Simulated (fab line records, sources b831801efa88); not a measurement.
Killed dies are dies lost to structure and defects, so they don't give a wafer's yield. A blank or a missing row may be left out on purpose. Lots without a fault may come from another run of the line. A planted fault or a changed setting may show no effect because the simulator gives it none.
Which tool did it? | flow gf180mcu | 13 lots, 39 wafers sampled, at 5 steps of a route of 602

WHAT THE GAUGES READ, wafer by wafer
GF_M1_OVL_MEAS_15. Usual: M1_OVL 3 nm, standard deviation 5.
lot  | measured     | on         | M1_OVL (nm) | flag
L815 | day 17 06:04 | overlay-01 | -1 4 2      |
L816 | day 17 18:10 | overlay-02 | 1 3 2       |
L818 | day 19 02:40 | overlay-02 | 7 15 10     |
L821 | day 20 01:49 | overlay-01 | 1 6 1       |
L824 | day 21 03:02 | overlay-01 | 0 3 4       |
L825 | day 21 10:18 | overlay-02 | 9 9 15      |
L832 | day 23 17:07 | overlay-01 | 1 3 3       |
L833 | day 24 02:04 | overlay-02 | -4 4 -4     |
L834 | day 24 05:13 | overlay-01 | 0 2 -6      |
L835 | day 24 17:45 | overlay-01 | -8 -6 -5    |
L836 | day 25 00:49 | overlay-02 | -2 -4 4     |
L837 | day 25 11:51 | overlay-02 | 12 6 14     |
L838 | day 25 22:37 | overlay-01 | 4 9 4       |

GF_V1_THK_MEAS_01. Usual: V1_CVD_00_THK 599 nm, standard deviation 8.
lot  | measured     | on            | V1_CVD_00_THK (nm) | flag
L815 | day 17 06:53 | film_metro-02 | 607 609 610        |
L816 | day 17 18:56 | film_metro-01 | 595 600 602        |
L818 | day 19 03:29 | film_metro-04 | 593 612 599        |
L821 | day 20 02:35 | film_metro-01 | 489 482 493        | OFF
L824 | day 21 03:56 | film_metro-02 | 479 474 479        | OFF
L825 | day 21 11:12 | film_metro-02 | 607 594 599        |
L832 | day 23 17:55 | film_metro-04 | 602 584 597        |
L833 | day 24 02:52 | film_metro-04 | 592 592 594        |
L834 | day 24 06:01 | film_metro-01 | 595 601 605        |
L835 | day 24 18:31 | film_metro-02 | 596 596 599        |
L836 | day 25 01:36 | film_metro-04 | 584 591 586        |
L837 | day 25 12:37 | film_metro-04 | 600 599 590        |
L838 | day 25 23:25 | film_metro-04 | 607 591 608        |

GF_V1_THK_MEAS_03. Usual: V1_CVD_02_THK 839 nm, standard deviation 13.
lot  | measured     | on            | V1_CVD_02_THK (nm) | flag
L815 | day 17 07:01 | film_metro-04 | 835 839 847        |
L816 | day 17 19:06 | film_metro-04 | 836 837 847        |
L818 | day 19 03:37 | film_metro-02 | 846 848 862        |
L821 | day 20 02:43 | film_metro-04 | 831 822 843        |
L824 | day 21 04:04 | film_metro-04 | 816 836 856        |
L825 | day 21 11:20 | film_metro-01 | 827 835 820        |
L832 | day 23 18:03 | film_metro-01 | 817 834 825        |
L833 | day 24 03:00 | film_metro-02 | 841 862 850        |
L834 | day 24 06:09 | film_metro-02 | 827 832 859        |
L835 | day 24 18:39 | film_metro-01 | 828 811 842        |
L836 | day 25 01:44 | film_metro-01 | 831 854 838        |
L837 | day 25 12:45 | film_metro-01 | 817 836 831        |
L838 | day 25 23:32 | film_metro-02 | 834 854 852        |

WHICH TOOL RAN EACH LOT (tool, then ch and the chambers of the sampled wafers, then the start)
lot  | GF_M1_SPUTTER_03             | GF_V1_CVD_00
L815 | pvd_sputter-01, day 16 06:19 | hdpcvd-02 ch 0,1, day 17 06:47
L816 | pvd_sputter-01, day 16 18:46 | hdpcvd-01 ch 1,2, day 17 18:52
L818 | pvd_sputter-01, day 18 02:11 | hdpcvd-02 ch 0,2, day 19 03:25
L821 | pvd_sputter-01, day 19 00:46 | hdpcvd-02 ch 0,1, day 20 02:30
L824 | pvd_sputter-01, day 20 01:52 | hdpcvd-02 ch 1,2, day 21 03:52
L825 | pvd_sputter-01, day 20 09:52 | hdpcvd-01 ch 0,1,2, day 21 11:08
L832 | pvd_sputter-01, day 22 18:35 | hdpcvd-01 ch 0,1,2, day 23 17:51
L833 | pvd_sputter-04, day 23 03:41 | hdpcvd-02 ch 1,2, day 24 02:46
L834 | pvd_sputter-04, day 23 06:46 | hdpcvd-01 ch 0,2, day 24 05:57
L835 | pvd_sputter-02, day 23 19:00 | hdpcvd-02 ch 1,2, day 24 18:27
L836 | pvd_sputter-02, day 24 01:52 | hdpcvd-02 ch 1,2, day 25 01:31
L837 | pvd_sputter-02, day 24 13:52 | hdpcvd-01 ch 0,1,2, day 25 12:33
L838 | pvd_sputter-01, day 25 00:05 | hdpcvd-01 ch 1,2, day 25 23:20
- GF_M1_SPUTTER_03: material Ti, target thk 10 nm, time 6.7 s.
- GF_V1_CVD_00: deposits SiO2, target thk 600 nm, time 100 s.

WHAT THE TOOLS THEMSELVES READ (means of the sampled wafers that have a number; where no wafer has one, the mark that the record gives instead)
GF_M1_SPUTTER_03. Usual: throttle_valve_pct 30.4 %, standard deviation 1.
lot  | tool           | throttle_valve_pct (%) | flag
L815 | pvd_sputter-01 | 30.9                   |
L816 | pvd_sputter-01 | 30.7                   |
L818 | pvd_sputter-01 | 30.2                   |
L821 | pvd_sputter-01 | 30.8                   |
L824 | pvd_sputter-01 | 30.6                   |
L825 | pvd_sputter-01 | 30.7                   |
L832 | pvd_sputter-01 | 30.2                   |
L833 | pvd_sputter-04 | 29.3                   |
L834 | pvd_sputter-04 | 29.3                   |
L835 | pvd_sputter-02 | 30.0                   |
L836 | pvd_sputter-02 | 31.3                   |
L837 | pvd_sputter-02 | 29.9                   |
L838 | pvd_sputter-01 | 30.3                   |

GF_V1_CVD_00. Usual: sih4_flow_sccm 60.00 sccm, standard deviation 0.18.
lot  | tool      | sih4_flow_sccm (sccm) | flag
L815 | hdpcvd-02 | 59.71                 |
L816 | hdpcvd-01 | 60.14                 |
L818 | hdpcvd-02 | 60.11                 |
L821 | hdpcvd-02 | 47.97                 | OFF
L824 | hdpcvd-02 | 48.02                 | OFF
L825 | hdpcvd-01 | 59.95                 |
L832 | hdpcvd-01 | 60.09                 |
L833 | hdpcvd-02 | 59.92                 |
L834 | hdpcvd-01 | 60.13                 |
L835 | hdpcvd-02 | 60.07                 |
L836 | hdpcvd-02 | 59.86                 |
L837 | hdpcvd-01 | 59.84                 |
L838 | hdpcvd-01 | 60.03                 |

THE ANSWER, worked out from the rows above alone
Rule: a lot is off if the mean of its wafers that have a number lies more than 3 standard deviations from the usual mean. A lot without any number at a reading at which 4 lots or more have one is off too. The other lots that the step has rows for count as sound. The gauges are gone through in route order, then the tools' own readings, and for those a lot's mean is taken as printed above. The first step at which some lot is off is used, and at that step the reading that is off furthest; a lot without a number counts as furthest.
Off: L821, L824, at GF_V1_THK_MEAS_01 (V1_CVD_00_THK).
A tool fits if, at a process step before that reading, it ran every lot that is off, and no sound lot after the first of them. The gauges at GF_V1_THK_MEAS_01 aren't tried: what is off there is off at GF_V1_CVD_00 too, on other tools, and a gauge's error can't cause that. None of those tried fits.

WHAT THE SIMULATOR HAD PUT IN
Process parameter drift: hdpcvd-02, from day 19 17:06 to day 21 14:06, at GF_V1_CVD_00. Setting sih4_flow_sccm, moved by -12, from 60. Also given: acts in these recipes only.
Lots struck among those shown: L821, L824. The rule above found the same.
